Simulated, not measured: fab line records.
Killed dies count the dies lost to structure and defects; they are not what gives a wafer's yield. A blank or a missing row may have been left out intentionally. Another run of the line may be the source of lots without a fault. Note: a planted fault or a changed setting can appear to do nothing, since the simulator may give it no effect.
fab line records | flow sky130
[record] lots = 12 wafers = 36 last-day = 50
route steps=708 shown METAL4@629 VIA4@651 METAL5@662 PAD_OPEN@708
lots untouched by any fault: they come from a run of this same line in which no faults occurred
start-h: hours from the record's opening day to when the first of the lot's shown wafers began | wait-h: hours elapsed since this lot's preceding step | " as in the row above | L1.1+2: several wafers, shown together as one row | - no value, or no start was given | * or withheld: withheld | < > ~ a bound
route shown NAME@n: a module of which the file shows steps, and the number in the route of the first | usual: average and standard deviation across the fault-free wafers | same: alike in all rows | chamber/n: place in a boat | sites: the reading at each site | _std_site: how widely they spread, as a standard deviation | _edge_site: outer sites' mean less inner sites' | radius-mm: for every site, how far away it sits from the centre of the wafer | mask NAME#n: copy n | behind: tool/chamber where the wafer was last shaped | hold: cause of the lot's hold/its duration in hours/its outcome | device: names the non-switching transistor (n, p or np) | end of line: at the end of the route, the tests of the same wafers | step lacking rows: just its recipe | killed: the dies lost at the first sort to structure and to defects; this is not the yield of the wafer | map: shows each die of a wafer: x if killed, . if not, _ if none is there
set.NAME: the setting the step ran with; set.NAME@STEP: the setting that earlier step ran with | model.NAME: the simulator's own value behind a step, which no gauge read
the route's steps for a sample of lots (tables are steps, rows are wafers)
services: a tool's chamber out of use, with start hour (start-h, from the record's first day; less than 0 if before it), hours out, and reason
[[steps]]
[step SKY_METAL4_CD_MEAS_13]
[recipe] target-cd-nm = 300
[usual] cd-nm = 300.3/1.1
// columns lot.wafer tool chamber start-h wait-h cd-nm
L197.1 cd-sem-02 - 968.14 - 301.9
L197.3 " - " " 301.6
L197.5 " - " " 301.2
L198.3 cd-sem-02 - 993.48 - 301.9
L198.4 " - " " 301.9
L198.5 " - " " 302.0
L199.2 cd-sem-01 - 1007.30 - 299.2
L199.5 " - " " 299.3
L199.6 " - " " 297.4
L200.1 cd-sem-01 - 1013.97 - 301.4
L200.3 " - " " 300.3
L200.5 " - " " 301.2
L202.1 cd-sem-01 - 1030.94 - 301.0
L202.3 " - " " 301.6
L202.5 " - " " 300.7
L203.1 cd-sem-01 - 1032.74 - 300.3
L203.2 " - " " 301.3
L203.6 " - " " 300.9
L207.1 cd-sem-02 - 1050.63 - 298.7
L207.2 " - " " 297.6
L207.3 " - " " 298.3
L209.2 cd-sem-01 - 1057.52 - 300.4
L209.3 " - " " 301.8
L209.6 " - " " 300.7
L212.1 cd-sem-01 - 1075.80 - 300.0
L212.3 " - " " 298.8
L212.6 " - " " 299.4
L216.2 cd-sem-02 - 1108.91 - 299.3
L216.4 " - " " 299.3
L216.5 " - " " 299.5
L219.3 cd-sem-01 - 1117.54 - 299.6
L219.4 " - " " 300.6
L219.5 " - " " 301.3
L220.2 cd-sem-01 - 1126.96 - 300.3
L220.3 " - " " 300.0
L220.5 " - " " 300.6
[step SKY_VIA4_ETCH_12]
[recipe] target = SiO2 chemistry = C4F8/O2/Ar stop-on = TiN mask-material = NOVOLAK source-w = 1500 bias-w = 1200 pressure-mtorr = 40 c4f8-flow-sccm = withheld O2_flow_sccm = 6 Ar_flow_sccm = 300 time-s = withheld target-depth-a = 5800
[usual] bias-w = 1199/3.2 chamber-pressure-mTorr = 40.00/0.037 oes-product-au = 0.926/0.0048 rf-fwd-power-W = 1492/5
// columns lot.wafer tool chamber start-h wait-h bias-w chamber-pressure-mTorr oes-product-au rf-fwd-power-W
L197.1 rie-diel-03 0 992.98 0.0 1195 39.97 0.925 1491
L197.3 " 3 " " 1199 40.05 0.918 1502
L197.5 " 3 " " 1196 40.02 0.932 1497
L198.3 rie-diel-02 3 1017.77 0.0 1200 40.05 0.925 1488
L198.4 " 2 " " 1199 39.98 0.923 1492
L198.5 " 2 " " 1202 40.05 0.914 1489
L199.2 rie-diel-03 1 1031.33 0.0 1198 40.01 0.915 1492
L199.5 " 3 " " 1196 40.01 0.922 1493
L199.6 " 0 " " 1194 39.99 0.922 1497
L200.1 rie-diel-04 1 1037.73 0.0 1202 39.96 0.928 1490
L200.3 " 0 " " 1199 40.04 0.924 1493
L200.5 " 1 " " 1203 40.00 0.911 1484
L202.1 rie-diel-03 2 1054.07 0.0 1202 39.99 0.930 1485
L202.3 " 0 " " 1199 40.02 0.925 1496
L202.5 " 2 " " 1204 39.95 0.924 1497
L203.1 rie-diel-03 1 1057.12 0.0 1201 40.00 0.930 1492
L203.2 " 3 " " 1196 40.05 0.918 1502
L203.6 " 3 " " 1199 40.01 0.934 1499
L207.1 rie-diel-03 2 1073.32 0.0 1200 39.99 0.924 1486
L207.2 " 0 " " 1200 40.01 0.922 1499
L207.3 " 3 " " 1197 40.03 0.922 1494
L209.2 rie-diel-02 0 1080.17 0.0 1200 39.89 0.932 1498
L209.3 " 1 " " 1197 40.04 0.924 1483
L209.6 " 0 " " 1194 39.98 0.927 1491
L212.1 rie-diel-02 2 1098.53 0.0 1192 40.01 0.918 1502
L212.3 " 1 " " 1205 39.99 0.927 1496
L212.6 " 3 " " 1198 40.03 0.924 1494
L216.2 rie-diel-04 2 1131.13 0.0 1197 40.08 0.929 1496
L216.4 " 0 " " 1194 39.99 0.928 1486
L216.5 " 0 " " 1193 40.02 0.927 1492
L219.3 rie-diel-04 2 1138.42 0.0 1196 40.00 0.935 1499
L219.4 " 1 " " 1198 40.01 0.927 1490
L219.5 " 2 " " 1201 40.04 0.926 1501
L220.2 rie-diel-04 0 1146.92 0.0 1201 39.97 0.926 1493
L220.3 " 2 " " 1200 39.98 0.927 1491
L220.5 " 3 " " 1199 40.03 0.926 1484
[step SKY_METAL5_SPUTTER_01]
[recipe] material = TiN target-thk-nm = 20 power-w = 6500 time-s = 16.7 chamber-pressure-pa = 0.4
[usual] throttle-valve-pct = 29.7/0.93
// columns lot.wafer tool chamber start-h wait-h throttle-valve-pct
L197.1 pvd-sputter-03 - 994.39 0.0 29.6
L197.3 " - " " 28.4
L197.5 " - " " 28.5
L198.3 pvd-sputter-03 - 1019.15 0.0 30.2
L198.4 " - " " 28.8
L198.5 " - " " 28.2
L199.2 pvd-sputter-02 - 1032.76 0.0 30.0
L199.5 " - " " 29.7
L199.6 " - " " 30.5
L200.1 pvd-sputter-02 - 1039.11 0.0 31.6
L200.3 " - " " 30.0
L200.5 " - " " 31.4
L202.1 pvd-sputter-03 - 1055.58 0.0 30.1
L202.3 " - " " 28.3
L202.5 " - " " 30.4
L203.1 pvd-sputter-03 - 1058.51 0.0 28.3
L203.2 " - " " 28.8
L203.6 " - " " 29.4
L207.1 pvd-sputter-01 - 1074.71 0.0 30.8
L207.2 " - " " 29.8
L207.3 " - " " 29.5
L209.2 pvd-sputter-01 - 1081.55 0.0 29.6
L209.3 " - " " 29.9
L209.6 " - " " 28.4
L212.1 pvd-sputter-02 - 1099.91 0.0 30.5
L212.3 " - " " 30.3
L212.6 " - " " 30.1
L216.2 pvd-sputter-03 - 1132.71 0.0 28.2
L216.4 " - " " 29.5
L216.5 " - " " 30.1
L219.3 pvd-sputter-01 - 1139.80 0.0 29.4
L219.4 " - " " 29.8
L219.5 " - " " 29.4
L220.2 pvd-sputter-01 - 1148.31 0.0 29.5
L220.3 " - " " 28.4
L220.5 " - " " 28.7
[step SKY_METAL5_SPUTTER_04]
[recipe] material = TiN target-thk-nm = 70 power-w = 6500 time-s = 58.3 chamber-pressure-pa = 0.4
[usual] throttle-valve-pct = 29.7/0.92
// columns lot.wafer tool chamber start-h wait-h throttle-valve-pct
L197.1 pvd-sputter-03 - 994.49 0.0 29.5
L197.3 " - " " 28.5
L197.5 " - " " 28.1
L198.3 pvd-sputter-03 - 1019.25 0.0 30.1
L198.4 " - " " 28.9
L198.5 " - " " 28.3
L199.2 pvd-sputter-02 - 1032.85 0.0 30.0
L199.5 " - " " 29.8
L199.6 " - " " 30.3
L200.1 pvd-sputter-02 - 1039.21 0.0 31.3
L200.3 " - " " 29.8
L200.5 " - " " 31.6
L202.1 pvd-sputter-03 - 1055.67 0.0 30.1
L202.3 " - " " 28.2
L202.5 " - " " 30.2
L203.1 pvd-sputter-03 - 1058.60 0.0 28.2
L203.2 " - " " 28.9
L203.6 " - " " 29.3
L207.1 pvd-sputter-01 - 1074.81 0.0 30.6
L207.2 " - " " 29.5
L207.3 " - " " 29.8
L209.2 pvd-sputter-01 - 1081.65 0.0 29.3
L209.3 " - " " 29.9
L209.6 " - " " 28.7
L212.1 pvd-sputter-02 - 1100.01 0.0 30.8
L212.3 " - " " 30.6
L212.6 " - " " 29.9
L216.2 pvd-sputter-03 - 1132.80 0.0 28.4
L216.4 " - " " 29.3
L216.5 " - " " 29.9
L219.3 pvd-sputter-01 - 1139.90 0.0 29.5
L219.4 " - " " 30.0
L219.5 " - " " 29.3
L220.2 pvd-sputter-01 - 1148.40 0.0 29.7
L220.3 " - " " 28.7
L220.5 " - " " 28.6
[step SKY_PAD_OPEN_PROBE_99]
[usual] defect-limited-yield = 82.3/2.1 killed_at_M0_to_M3 = 43/7.4 killed_at_M4_up = 3.1/1.8 killed-at-contacts = 26/5.6 killed-at-front-end = 15/4.9 killed-at-other = 0.2/0.44 killed-dies = 87/10 killed-open = 48/7.6 killed-short = 39/6.2 sort_bin_3_pad_short = 0.9/0.43 sort_bin_5_function = 10.5/1.5 sort_bin_6_memory = 6.3/1.2 sort-n-pass = 405/10 sort-yield-pct = 82.3/2.1
[same] gross-dies = 492 killed-at-back-side = 0 sort_bin_4_leakage[%] = 0 sort_bin_8_speed[%] = 0
// columns lot.wafer tool chamber start-h wait-h hold defect-limited-yield[%] killed_at_M0_to_M3 killed_at_M4_up killed-at-contacts killed-at-front-end killed-at-other killed-dies killed-open killed-short sort_bin_3_pad_short[%] sort_bin_5_function[%] sort_bin_6_memory[%] sort-n-pass sort-yield-pct[%]
L197.1 prober-01 - 1063.81 0.1 - 79.7 41 5 34 20 0 100 59 41 0.8 12.4 7.1 392 79.7
L197.3 prober-01 - 1063.91 0.2 - 79.7 47 5 25 23 0 100 58 42 1.2 12.6 6.5 392 79.7
L197.5 prober-01 - 1064.01 0.2 - 80.5 42 2 35 16 1 96 53 43 1.4 13.0 5.1 396 80.5
L198.3 prober-01 - 1087.11 0.2 - 78.0 60 5 23 20 0 108 52 56 1.0 11.2 9.8 384 78.0
L198.4 prober-01 - 1087.16 0.2 - 81.5 51 1 27 12 0 91 51 39 1.0 11.2 6.3 401 81.5
L198.5 prober-01 - 1087.21 0.2 - 81.7 42 0 24 24 0 90 46 44 1.2 9.6 7.5 402 81.7
L199.2 prober-02 - 1100.10 0.1 - 79.3 44 2 33 23 0 102 60 42 1.2 12.0 7.5 390 79.3
L199.5 prober-02 - 1100.25 0.2 - 82.1 41 2 36 9 0 88 51 37 1.4 10.0 6.5 404 82.1
L199.6 prober-02 - 1100.30 0.2 - 82.9 34 5 30 14 1 84 50 34 1.0 9.3 6.7 408 82.9
L200.1 prober-01 - 1104.82 0.1 - 80.7 54 4 22 13 2 95 46 48 1.2 9.6 8.5 397 80.7
L200.3 prober-01 - 1104.92 0.2 - 81.9 37 4 26 22 0 89 52 37 1.4 10.8 5.9 403 81.9
L200.5 prober-01 - 1105.02 0.2 - 80.9 57 2 17 18 0 94 41 53 0.4 12.6 6.1 398 80.9
L202.1 prober-01 - 1121.85 0.1 - 80.9 30 2 30 32 0 94 57 35 0.2 11.6 7.3 398 80.9
L202.3 prober-01 - 1121.95 0.2 - 81.9 40 3 19 27 0 89 46 41 1.4 11.4 5.3 403 81.9
L202.5 prober-01 - 1122.05 0.2 - 84.1 30 1 31 15 1 78 42 35 0.6 9.1 6.1 414 84.1
L203.1 prober-02 - 1123.48 0.1 await-dispo/3.8h/release 82.9 45 3 21 15 0 84 42 42 0.6 9.3 7.1 408 82.9
L203.2 prober-02 - 1123.53 0.1 await-dispo/3.8h/release 73.8 51 44 27 7 0 129 43 43 2.2 17.3 6.7 363 73.8
L203.6 prober-02 - 1123.73 0.2 await-dispo/3.8h/release 78.7 32 39 20 14 0 105 30 38 2.8 12.8 5.7 387 78.7
L207.1 prober-01 - 1139.16 0.1 await-dispo/0.9h/release 84.1 40 6 16 16 0 78 37 41 0 9.8 6.1 414 84.1
L207.2 prober-01 - 1139.21 0.1 await-dispo/0.9h/release 83.5 43 2 19 16 1 81 32 47 0.8 11.0 4.7 411 83.5
L207.3 prober-01 - 1139.26 0.2 await-dispo/0.9h/release 78.3 34 37 22 14 0 107 35 34 2.8 13.4 5.5 385 78.3
L209.2 prober-01 - 1145.00 0.1 - 82.9 47 2 18 17 0 84 46 38 1.2 8.9 6.9 408 82.9
L209.3 prober-01 - 1145.05 0.2 - 87.0 34 1 22 7 0 64 38 26 0.6 6.7 5.7 428 87.0
L209.6 prober-01 - 1145.20 0.2 - 84.3 39 6 21 11 0 77 46 30 0.6 10.0 5.1 415 84.3
L212.1 prober-02 - 1160.97 0.1 - 82.9 44 1 22 17 0 84 41 43 0.8 11.4 4.9 408 82.9
L212.3 prober-02 - 1161.07 0.2 - 79.9 48 3 29 18 1 99 55 43 0.8 12.2 7.1 393 79.9
L212.6 prober-02 - 1161.22 0.2 - 82.1 38 5 32 12 1 88 49 39 0.8 10.6 6.5 404 82.1
L216.2 prober-02 - 1188.43 0.1 - 82.9 44 2 24 14 0 84 47 37 0.6 11.8 4.7 408 82.9
L216.4 prober-02 - 1188.53 0.2 - 81.3 42 7 19 24 0 92 55 37 1.0 11.8 5.9 400 81.3
L216.5 prober-02 - 1188.58 0.2 - 83.7 47 0 22 11 0 80 44 36 1.6 9.6 5.1 412 83.7
L219.3 prober-02 - 1194.77 0.2 - 85.0 41 4 20 9 0 74 43 31 0.4 8.1 6.5 418 85.0
L219.4 prober-02 - 1194.82 0.2 - 86.2 35 1 17 15 0 68 40 28 0.2 8.9 4.7 424 86.2
L219.5 prober-02 - 1194.87 0.2 - 83.9 50 1 14 14 0 79 39 40 0.2 9.3 6.5 413 83.9
L220.2 prober-01 - 1201.65 0.1 - 81.1 45 3 34 11 0 93 54 39 1.2 10.4 7.3 399 81.1
L220.3 prober-01 - 1201.70 0.2 - 83.7 43 1 26 10 0 80 46 34 0 10.2 6.1 412 83.7
L220.5 prober-01 - 1201.80 0.2 - 84.6 40 3 19 14 0 76 43 32 1.0 9.1 5.3 416 84.6
// killed by level:class
L197.1 CONTACT:geometric-particle:open=24 VIA1:geometric-particle:short=7 POLY_GATE:geometric-particle:short=6 VIA2:geometric-particle:open=6 METAL2:geometric-particle:short=6 VIA3:geometric-particle:open=4 SPACER:geometric-particle:open=4 CONTACT:geometric-particle:short=4
L197.3 VIA1:geometric-particle:open=11 CONTACT:geometric-particle:open=10 VIA3:geometric-particle:open=9 LI_CONTACT:geometric-particle:open=7 FIELD_ISO:geometric-particle:short=6 FIELD_ISO:geometric-particle:open=6 VIA2:geometric-particle:open=6 CONTACT:geometric-particle:short=5
L197.5 CONTACT:geometric-particle:open=15 VIA1:geometric-particle:open=12 LOCAL_INTERCONNECT:geometric-particle:short=7 FIELD_ISO:geometric-particle:short=5 CONTACT:geometric-particle:short=5 VIA3:geometric-particle:open=5 LI_CONTACT:geometric-particle:short=4 VIA1:geometric-particle:short=4
L198.3 VIA2:geometric-particle:open=10 VIA1:geometric-particle:open=10 METAL1:geometric-particle:short=8 VIA1:geometric-particle:short=8 CONTACT:geometric-particle:open=7 METAL2:geometric-particle:short=7 VIA3:geometric-particle:open=7 POLY_GATE:geometric-particle:short=6
L198.4 LI_CONTACT:geometric-particle:open=12 CONTACT:geometric-particle:open=10 FIELD_ISO:geometric-particle:open=7 METAL2:geometric-particle:short=7 METAL1:geometric-particle:short=6 VIA3:geometric-particle:open=6 VIA1:geometric-particle:open=5 VIA1:geometric-particle:short=5
L198.5 CONTACT:geometric-particle:open=11 FIELD_ISO:geometric-particle:short=8 VIA1:geometric-particle:open=8 VIA1:geometric-particle:short=7 METAL1:geometric-particle:short=7 LI_CONTACT:geometric-particle:open=6 POLY_GATE:geometric-particle:short=5 POLY_GATE:geometric-particle:open=4
L199.2 VIA2:geometric-particle:open=10 VIA3:geometric-particle:open=10 FIELD_ISO:geometric-particle:short=9 LI_CONTACT:geometric-particle:open=9 CONTACT:geometric-particle:open=8 VIA1:geometric-particle:open=8 LOCAL_INTERCONNECT:geometric-particle:short=7 FIELD_ISO:geometric-particle:open=6
L199.5 CONTACT:geometric-particle:open=12 VIA1:geometric-particle:open=9 LI_CONTACT:geometric-particle:open=8 VIA3:geometric-particle:open=7 VIA2:geometric-particle:open=7 LOCAL_INTERCONNECT:geometric-particle:short=6 LI_CONTACT:geometric-particle:short=5 METAL2:geometric-particle:short=5
L199.6 CONTACT:geometric-particle:open=13 VIA3:geometric-particle:open=11 LOCAL_INTERCONNECT:geometric-particle:short=6 FIELD_ISO:geometric-particle:open=5 VIA1:geometric-particle:open=5 CONTACT:geometric-particle:short=5 VIA3:geometric-particle:short=5 LI_CONTACT:geometric-particle:open=4
L200.1 VIA1:geometric-particle:open=10 CONTACT:geometric-particle:open=9 METAL2:geometric-particle:short=8 VIA2:geometric-particle:short=6 LI_CONTACT:geometric-particle:open=5 VIA2:geometric-particle:open=5 METAL1:geometric-particle:short=5 VIA3:geometric-particle:short=5
L200.3 CONTACT:geometric-particle:open=15 VIA1:geometric-particle:open=9 FIELD_ISO:geometric-particle:short=8 FIELD_ISO:geometric-particle:open=6 VIA3:geometric-particle:open=6 VIA2:geometric-particle:open=5 METAL2:geometric-particle:short=5 LI_CONTACT:geometric-particle:open=4
L200.5 VIA1:geometric-particle:open=13 VIA1:geometric-particle:short=9 CONTACT:geometric-particle:open=8 METAL3:geometric-particle:short=7 CONTACT:geometric-particle:short=6 METAL1:geometric-particle:short=6 POLY_GATE:geometric-particle:short=5 VIA3:geometric-particle:open=5
L202.1 CONTACT:geometric-particle:open=14 FIELD_ISO:geometric-particle:open=10 VIA2:geometric-particle:open=8 LOCAL_INTERCONNECT:geometric-particle:short=7 POLY_GATE:geometric-particle:open=5 VIA3:geometric-particle:open=5 FIELD_ISO:geometric-particle:short=4 POLY_GATE:geometric-particle:short=4
L202.3 VIA2:geometric-particle:open=8 FIELD_ISO:geometric-particle:open=6 LI_CONTACT:geometric-particle:open=6 VIA1:geometric-particle:open=6 METAL2:geometric-particle:short=6 FIELD_ISO:geometric-particle:short=5 POLY_GATE:geometric-particle:open=5 CONTACT:geometric-particle:open=5
L202.5 CONTACT:geometric-particle:open=12 LI_CONTACT:geometric-particle:open=11 FIELD_ISO:geometric-particle:short=9 VIA2:geometric-particle:open=7 CONTACT:geometric-particle:short=5 METAL2:geometric-particle:short=5 VIA2:geometric-particle:short=3 VIA1:geometric-particle:open=3
L203.1 METAL1:geometric-particle:short=11 CONTACT:geometric-particle:open=10 VIA3:geometric-particle:open=7 POLY_GATE:geometric-particle:short=6 VIA1:geometric-particle:open=6 FIELD_ISO:geometric-particle:open=4 LI_CONTACT:geometric-particle:open=4 VIA2:geometric-particle:short=3
L203.2 VIA4:unspecified=43 CONTACT:geometric-particle:open=10 VIA1:geometric-particle:open=8 METAL1:geometric-particle:short=7 LOCAL_INTERCONNECT:geometric-particle:short=7 VIA2:geometric-particle:open=7 VIA3:geometric-particle:short=5 METAL3:geometric-particle:short=5
L203.6 VIA4:unspecified=37 METAL2:geometric-particle:short=6 CONTACT:geometric-particle:open=6 FIELD_ISO:geometric-particle:short=5 LI_CONTACT:geometric-particle:open=5 LOCAL_INTERCONNECT:geometric-particle:short=4 VIA1:geometric-particle:open=4 VIA1:geometric-particle:short=4
L207.1 LI_CONTACT:geometric-particle:open=8 METAL1:geometric-particle:short=7 VIA1:geometric-particle:short=7 POLY_GATE:geometric-particle:open=5 VIA1:geometric-particle:open=5 METAL2:geometric-particle:short=5 METAL4:geometric-particle:short=5 FIELD_ISO:geometric-particle:open=4
L207.2 METAL1:geometric-particle:short=10 VIA1:geometric-particle:open=7 LOCAL_INTERCONNECT:geometric-particle:short=6 POLY_GATE:geometric-particle:short=5 LI_CONTACT:geometric-particle:open=5 METAL2:geometric-particle:short=5 FIELD_ISO:geometric-particle:short=4 CONTACT:geometric-particle:open=4
L207.3 VIA4:unspecified=37 VIA3:geometric-particle:open=8 LI_CONTACT:geometric-particle:open=8 FIELD_ISO:geometric-particle:short=5 VIA2:geometric-particle:open=5 CONTACT:geometric-particle:short=4 VIA2:geometric-particle:short=4 METAL2:geometric-particle:short=4
L209.2 VIA1:geometric-particle:open=10 CONTACT:geometric-particle:open=9 FIELD_ISO:geometric-particle:short=6 LI_CONTACT:geometric-particle:open=6 METAL1:geometric-particle:short=6 VIA2:geometric-particle:short=5 VIA2:geometric-particle:open=5 FIELD_ISO:geometric-particle:open=4
L209.3 CONTACT:geometric-particle:open=9 VIA1:geometric-particle:open=9 METAL1:geometric-particle:short=7 CONTACT:geometric-particle:short=6 VIA2:geometric-particle:open=5 VIA3:geometric-particle:open=5 LOCAL_INTERCONNECT:geometric-particle:short=4 VIA1:geometric-particle:short=3
L209.6 VIA2:geometric-particle:open=8 LI_CONTACT:geometric-particle:open=7 VIA1:geometric-particle:open=6 METAL1:geometric-particle:short=6 CONTACT:geometric-particle:open=5 FIELD_ISO:geometric-particle:open=4 LI_CONTACT:geometric-particle:short=4 METAL2:geometric-particle:short=4
L212.1 VIA1:geometric-particle:open=14 LI_CONTACT:geometric-particle:open=8 METAL2:geometric-particle:short=8 CONTACT:geometric-particle:short=6 METAL1:geometric-particle:short=5 FIELD_ISO:geometric-particle:short=4 POLY_GATE:geometric-particle:open=4 POLY_GATE:geometric-particle:short=4
L212.3 VIA1:geometric-particle:open=18 CONTACT:geometric-particle:open=11 CONTACT:geometric-particle:short=6 VIA1:geometric-particle:short=6 FIELD_ISO:geometric-particle:short=5 LI_CONTACT:geometric-particle:open=5 LOCAL_INTERCONNECT:geometric-particle:short=5 METAL1:geometric-particle:short=5
L212.6 VIA1:geometric-particle:open=15 CONTACT:geometric-particle:open=13 CONTACT:geometric-particle:short=11 LI_CONTACT:geometric-particle:open=5 VIA1:geometric-particle:short=5 FIELD_ISO:geometric-particle:open=4 METAL4:geometric-particle:short=4 POLY_GATE:geometric-particle:open=3
L216.2 VIA1:geometric-particle:open=9 LI_CONTACT:geometric-particle:open=7 CONTACT:geometric-particle:open=7 METAL2:geometric-particle:short=7 CONTACT:geometric-particle:short=6 METAL1:geometric-particle:open=6 VIA2:geometric-particle:open=6 FIELD_ISO:geometric-particle:short=5
L216.4 FIELD_ISO:geometric-particle:open=10 VIA2:geometric-particle:open=10 METAL2:geometric-particle:short=9 LI_CONTACT:geometric-particle:open=8 CONTACT:geometric-particle:open=7 VIA3:geometric-particle:open=7 METAL4:geometric-particle:short=5 VIA1:geometric-particle:open=5
L216.5 VIA1:geometric-particle:open=11 VIA3:geometric-particle:open=10 METAL1:geometric-particle:short=9 CONTACT:geometric-particle:open=7 LI_CONTACT:geometric-particle:open=6 METAL2:geometric-particle:short=5 POLY_GATE:geometric-particle:short=4 CONTACT:geometric-particle:short=4
L219.3 VIA1:geometric-particle:open=9 LI_CONTACT:geometric-particle:open=7 VIA2:geometric-particle:open=7 CONTACT:geometric-particle:open=6 METAL2:geometric-particle:short=6 METAL1:geometric-particle:short=5 VIA1:geometric-particle:short=5 POLY_GATE:geometric-particle:open=4
L219.4 VIA2:geometric-particle:open=8 VIA1:geometric-particle:open=7 LI_CONTACT:geometric-particle:open=5 LOCAL_INTERCONNECT:geometric-particle:short=5 METAL1:geometric-particle:short=4 VIA3:geometric-particle:open=4 FIELD_ISO:geometric-particle:open=3 POLY_GATE:geometric-particle:short=3
L219.5 VIA3:geometric-particle:open=10 VIA3:geometric-particle:short=7 VIA2:geometric-particle:short=7 LI_CONTACT:geometric-particle:open=6 METAL1:geometric-particle:short=6 VIA1:geometric-particle:open=6 METAL2:geometric-particle:short=6 CONTACT:geometric-particle:open=5
L220.2 CONTACT:geometric-particle:open=14 VIA2:geometric-particle:open=9 LI_CONTACT:geometric-particle:open=8 VIA1:geometric-particle:open=7 METAL1:geometric-particle:short=6 METAL2:geometric-particle:short=6 CONTACT:geometric-particle:short=5 VIA3:geometric-particle:open=5
L220.3 CONTACT:geometric-particle:open=11 LI_CONTACT:geometric-particle:open=9 VIA1:geometric-particle:open=8 VIA3:geometric-particle:short=8 METAL1:geometric-particle:short=5 VIA2:geometric-particle:open=5 VIA2:geometric-particle:short=4 VIA3:geometric-particle:open=4
L220.5 CONTACT:geometric-particle:open=9 VIA1:geometric-particle:open=9 METAL2:geometric-particle:short=8 LI_CONTACT:geometric-particle:open=7 METAL1:geometric-particle:short=6 FIELD_ISO:geometric-particle:short=5 POLY_GATE:geometric-particle:open=5 VIA2:geometric-particle:open=4
[[services]]
// columns tool chamber start-h hours kind
pvd-sputter-03 2 983.45 - consumable-replace:kit
pvd-sputter-03 2 983.45 18.0 scheduled-down
pvd-sputter-03 2 983.45 18.0 vent-cycle
rie-diel-02 1 1001.27 4.6 repair
pvd-sputter-02 - 1005.81 5.8 repair
rie-diel-03 2 1031.18 2.8 repair
rie-diel-04 2 1037.67 2.8 repair
rie-diel-03 2 1043.70 5.8 repair
rie-diel-02 2 1054.59 3.9 repair
pvd-sputter-03 1 1061.76 - consumable-replace:kit
pvd-sputter-03 1 1061.76 18.0 scheduled-down
pvd-sputter-03 1 1061.76 18.0 vent-cycle
rie-diel-04 2 1063.72 3.4 repair
rie-diel-04 3 1071.97 25.6 repair
pvd-sputter-01 2 1077.96 - consumable-replace:kit
pvd-sputter-01 2 1077.96 18.0 scheduled-down
rie-diel-03 - 1088.80 2.8 pm
rie-diel-04 0 1102.72 2.7 repair
rie-diel-02 2 1133.21 9.5 repair
pvd-sputter-03 0 1137.07 - consumable-replace:kit
pvd-sputter-03 0 1137.07 18.0 scheduled-down
pvd-sputter-03 0 1137.07 18.0 vent-cycle
rie-diel-04 1 1140.00 11.6 repair
pvd-sputter-03 - 1142.79 3.9 repair
[[key]]
[first-sign] step = SKY_PAD_OPEN_PROBE_99 reading = killed_at_M4_up direction = up sigmas = 20 usual = 3.1 struck = 40
[effect] step = SKY_PAD_OPEN_PROBE_99 reading = sort_bin_3_pad_short direction = up sigmas = 4.1 usual = 0.9 struck = 2.6
met-at SKY_VIA4_ETCH_12
struck-lots L203,L207
struck-wafers L203.2,L203.6,L207.3
not-acting-at SKY_METAL4_CD_MEAS_13,SKY_METAL5_SPUTTER_01,SKY_METAL5_SPUTTER_04
onset-between 1031.33 1057.12
[fault] kind = chamber-particle-source tool = rie-diel-03 chamber = 3 onset-h = 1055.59 steps = SKY_VIA4_ETCH_12 rate-per-visit-cm2 = 0.51913 end-h = 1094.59
